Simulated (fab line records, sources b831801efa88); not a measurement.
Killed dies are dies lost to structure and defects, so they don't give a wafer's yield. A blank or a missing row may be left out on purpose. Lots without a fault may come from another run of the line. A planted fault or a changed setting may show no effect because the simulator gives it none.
Which tool did it? | flow sky130 | 11 lots, 31 wafers sampled, at 5 steps of a route of 708

WHAT THE GAUGES READ, wafer by wafer
SKY_PASSIVATION_THK_MEAS_03.
lot  | measured     | on            | PASSIVATION_CVD_02_THK (nm)
L387 | day 42 18:22 | film_metro-02 | 538 540 543
L388 | day 43 17:53 | film_metro-02 | 528 532 539
L389 | day 44 14:38 | film_metro-04 | 532 538 546
L390 | day 45 07:04 | film_metro-03 | 537 549 545
L392 | day 45 11:44 | film_metro-02 | 529 546 536
L397 | day 47 01:42 | film_metro-04 | 530 531 542
L398 | day 47 05:04 | film_metro-03 | 540 550 549
L400 | day 48 12:29 | film_metro-02 | 532 533 542
L403 | day 48 14:20 | film_metro-03 | 539 538 551
L404 | day 48 18:10 | film_metro-04 | 533 428
L407 | day 49 06:05 | film_metro-02 | 530 422

WHICH TOOL RAN EACH LOT (tool, then ch and the chambers of the sampled wafers, then the start)
lot  | SKY_METAL5_SPUTTER_02        | SKY_METAL5_SPUTTER_03        | SKY_METAL5_STRIP_16                  | SKY_PASSIVATION_CVD_02
L387 | pvd_sputter-04, day 41 17:01 | pvd_sputter-04, day 41 17:04 | plasma_asher-02 ch 0,1, day 42 17:28 | pecvd-04 ch 0,1,2, day 42 18:09
L388 | pvd_sputter-01, day 42 17:48 | pvd_sputter-01, day 42 17:51 | plasma_asher-04 ch 0,1, day 43 16:56 | pecvd-04 ch 0,2, day 43 17:39
L389 | pvd_sputter-03, day 43 13:57 | pvd_sputter-03, day 43 14:00 | plasma_asher-04 ch 0,1, day 44 13:41 | pecvd-04 ch 0,1, day 44 14:24
L390 | pvd_sputter-01, day 44 07:31 | pvd_sputter-01, day 44 07:34 | plasma_asher-04 ch 0,1, day 45 06:10 | pecvd-02 ch 0,1,2, day 45 06:50
L392 | pvd_sputter-01, day 44 13:05 | pvd_sputter-01, day 44 13:08 | plasma_asher-01 ch 0,1, day 45 10:44 | pecvd-02 ch 0,1,2, day 45 11:31
L397 | pvd_sputter-01, day 46 04:04 | pvd_sputter-01, day 46 04:07 | plasma_asher-02 ch 0, day 47 00:44   | pecvd-03 ch 0,1,2, day 47 01:28
L398 | pvd_sputter-04, day 46 07:22 | pvd_sputter-04, day 46 07:25 | plasma_asher-02 ch 0, day 47 04:08   | pecvd-04 ch 0,1, day 47 04:50
L400 | pvd_sputter-01, day 47 17:13 | pvd_sputter-01, day 47 17:16 | plasma_asher-01 ch 0, day 48 11:32   | pecvd-02 ch 0,1,2, day 48 12:15
L403 | pvd_sputter-01, day 47 18:34 | pvd_sputter-01, day 47 18:37 | plasma_asher-04 ch 0,1, day 48 13:26 | pecvd-04 ch 1,2, day 48 14:06
L404 | pvd_sputter-04, day 47 21:48 | pvd_sputter-04, day 47 21:51 | plasma_asher-01 ch 0,1, day 48 17:16 | pecvd-02 ch 0,2, day 48 17:55
L407 | pvd_sputter-04, day 48 10:35 | pvd_sputter-04, day 48 10:38 | plasma_asher-04 ch 0, day 49 05:11   | pecvd-02 ch 1, day 49 05:52
- SKY_METAL5_SPUTTER_02: material AlCu, target thk 1150 nm, time 61.2 s.
- SKY_METAL5_SPUTTER_03: material Ti, target thk 5 nm, time 3.3 s.
- SKY_METAL5_STRIP_16: strips in O2/N2.
- SKY_PASSIVATION_CVD_02: deposits Si3N4, target thk 540 nm.

THE ANSWER, worked out from the rows above alone
Rule: what is usual is taken from the lots themselves. Put in order of their means at a reading, lots are off if they are a third of the lots or fewer, leave a main group of 4 or more, and stand apart from it by a gap of 3 or more times the standard deviation of the main group's means; of several such gaps the widest counts. A main group whose means are all the same, to the digits that the tables above print for the reading, isn't used. A lot without any number at a reading at which 4 lots or more have one is off too. The other lots that the step has rows for count as sound.
Off: L404, L407, at SKY_PASSIVATION_THK_MEAS_03 (PASSIVATION_CVD_02_THK). The main group: mean 539 nm, standard deviation 4.3.
A tool fits if, at a process step before that reading, it ran every lot that is off, and no sound lot after the first of them. The gauges at SKY_PASSIVATION_THK_MEAS_03 are tried like those tools. Can't be told from this: 2 tools fit, pvd_sputter-04 at SKY_METAL5_SPUTTER_02 and SKY_METAL5_SPUTTER_03, pecvd-02 at SKY_PASSIVATION_CVD_02.

WHAT THE SIMULATOR HAD PUT IN
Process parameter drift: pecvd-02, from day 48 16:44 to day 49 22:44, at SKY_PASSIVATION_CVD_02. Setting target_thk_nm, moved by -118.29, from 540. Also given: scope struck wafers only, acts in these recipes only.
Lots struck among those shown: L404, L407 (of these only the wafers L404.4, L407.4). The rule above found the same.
